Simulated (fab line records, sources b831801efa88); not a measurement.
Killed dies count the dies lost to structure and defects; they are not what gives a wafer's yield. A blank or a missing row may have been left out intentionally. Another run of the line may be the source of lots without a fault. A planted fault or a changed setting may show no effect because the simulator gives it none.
Chamber matching :: flow sky130 :: pecvd-04 running SKY_CAP2M_CVD_00: 3 sister chambers
The step deposits SiO2, target thk 15.5 nm. 6 wafers are shown with their chamber, then 7 later ones without.

## EACH WAFER AND ITS CHAMBER
wafer: L355.1
chamber: 0
heater power w (W): 499

wafer: L356.1
chamber: 2
heater power w (W): 712

wafer: L356.4
chamber: 1
heater power w (W): 646

wafer: L356.5
chamber: 2
heater power w (W): 706

wafer: L359.1
chamber: 0
heater power w (W): 596

wafer: L359.3
chamber: 1
heater power w (W): 549

## WAFERS WITH NO CHAMBER GIVEN
wafer: L359.5
heater power w (W): 608

wafer: L361.3
heater power w (W): 707

wafer: L361.5
heater power w (W): 629

wafer: L361.6
heater power w (W): 619

wafer: L362.2
heater power w (W): 519

wafer: L362.4
heater power w (W): 673

wafer: L362.6
heater power w (W): 622

## CHAMBER TAKEN BY EACH
wafer: L359.5
from the rows above: can't be placed: 1 or 0 or 2
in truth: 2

wafer: L361.3
from the rows above: can't be placed: 2 or 1
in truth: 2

wafer: L361.5
from the rows above: can't be placed: 1 or 2 or 0
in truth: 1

wafer: L361.6
from the rows above: can't be placed: 1 or 0 or 2
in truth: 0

wafer: L362.2
from the rows above: can't be placed: 0 or 1
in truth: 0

wafer: L362.4
from the rows above: can't be placed: 2 or 1 or 0
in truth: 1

wafer: L362.6
from the rows above: can't be placed: 1 or 0 or 2
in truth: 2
Correctly placed: 0 of 7. Can't be placed from these rows: 7 (the true chamber is among the candidates in 7). 0 placed wrongly.
How it was worked out, from the rows above alone: a wafer's distance from a chamber is the root of the sum, over the readings, of the square of ((its reading less the chamber's mean) divided by the reading's scatter). The wafer belongs to the nearest chamber; if the next one is less than 2 further off, it can't be placed. For every chamber, the mean is computed from those of its wafers that are shown. The scatter is the square root of a quotient: the sum, over the shown wafers, of each reading's squared deviation from its chamber's mean, divided by wafers minus chambers.
